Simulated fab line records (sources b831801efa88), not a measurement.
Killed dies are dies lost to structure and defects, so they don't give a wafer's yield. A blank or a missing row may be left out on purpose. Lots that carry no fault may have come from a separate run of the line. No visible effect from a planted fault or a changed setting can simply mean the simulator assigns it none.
Code-filled problem report in 8D (eight disciplines) form    flow sfq line    the parts of the form that need people (team, actions taken, sign-off) are left out

== 1. PROBLEM STATEMENT ==
Wafers without a fault read 138.82 s, standard deviation 0.29; run length s at SFQ_TRILAYER_I4_DEP_PECVD_099 reads a mean of 135.19 s on 6 wafers belonging to 2 lots. That puts it -13 standard deviations away from the usual mean.
The step: deposits SiO2 from SiH4/N2O, time 111.11 s, target thk 500 nm.
First observed at day 37 20:22: wafer L285.3, on pecvd-03. The record has a number at this step for 18 wafers belonging to 6 lots. The rule behind "out" and "out of limits": a value lying over 4 standard deviations away from the usual mean. Any other wafer with a number is counted as sound.

== 2. WHAT IT IS; WHAT IT IS NOT ==
question                     is                      is not
which readings at this step  run length s            heater power w, throttle valve pct
which lots                   L285, L286              L280, L281, L297, L299
which wafers of those lots   all that have a number  -
read on which tools          pecvd-03                pecvd-01
when                         from day 37 20:22       up to then (6 sound wafers); but 6 sound wafers of L297, L299 came after

== 3. THE SUSPECTS, EACH WITH WHAT RULES IT OUT ==
Counting: a tool stays on the suspect list if, at a process step up to the reading, it processed all lots that are out and no sound lot following the first of them.
- rie metal-02 at SFQ_TRILAYER_M4_BARC_OPEN_METAL_ETCH_123 (etches BARC in O2, target depth 125 nm, time 41.7 s): ruled out as a lasting fault. Following L285 (day 37 19:23), the first lot on it that is out, the sound lots L299 were run on it.
- rie metal-02 at SFQ_TRILAYER_M4_ETCH_METAL_ETCH_096 (etches Nb in Cl2/Ar, stops on SiO2, target depth 240 nm, time 120 s): ruled out as a lasting fault. Following L285 (day 37 19:28), the first lot on it that is out, the sound lots L299 were run on it.
- rie metal-02 at SFQ_TRILAYER_M4_STRIP_STRIP_097 (strips in O2): ruled out as a lasting fault. Following L285 (day 37 19:46), the first lot on it that is out, the sound lots L299 were run on it.
- pecvd-03 at SFQ_TRILAYER_I4_DEP_PECVD_099 (deposits SiO2 from SiH4/N2O, time 111.11 s, target thk 500 nm): ruled out as a lasting fault. Following L285 (day 37 20:22), the first lot on it that is out, the sound lots L297 were run on it.
Left after counting: nothing in the record.

== 4. THE CAUSE (what the simulator had put in) ==
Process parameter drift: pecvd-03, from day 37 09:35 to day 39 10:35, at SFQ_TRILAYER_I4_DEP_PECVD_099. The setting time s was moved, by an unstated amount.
Counting ruled it out, wrongly.

== 5. THE CHAIN OF EFFECTS, in route order ==
Each row: a reading where the mean over the struck wafers with a number is more than 3 standard deviations away from the usual. Scope: only readings with a usual standard deviation given in the record; hours: median across lots of the time from each lot's start at the first step in this table that gives one to its start at this step; sigmas: change in usual standard deviations.
hours  step                           reading       usual     on struck wafers  change  sigmas
0      SFQ_TRILAYER_I4_DEP_PECVD_099  run length s  138.82 s  135.19            -3.63   -13
Here are the process steps it includes:
- SFQ_TRILAYER_I4_DEP_PECVD_099: deposits SiO2 from SiH4/N2O, time 111.11 s, target thk 500 nm.

== 6. WHAT WOULD HAVE CAUGHT IT SOONER ==
First out-of-limits reading in this record: day 37 20:22, which is 11 hours after fault onset at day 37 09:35.
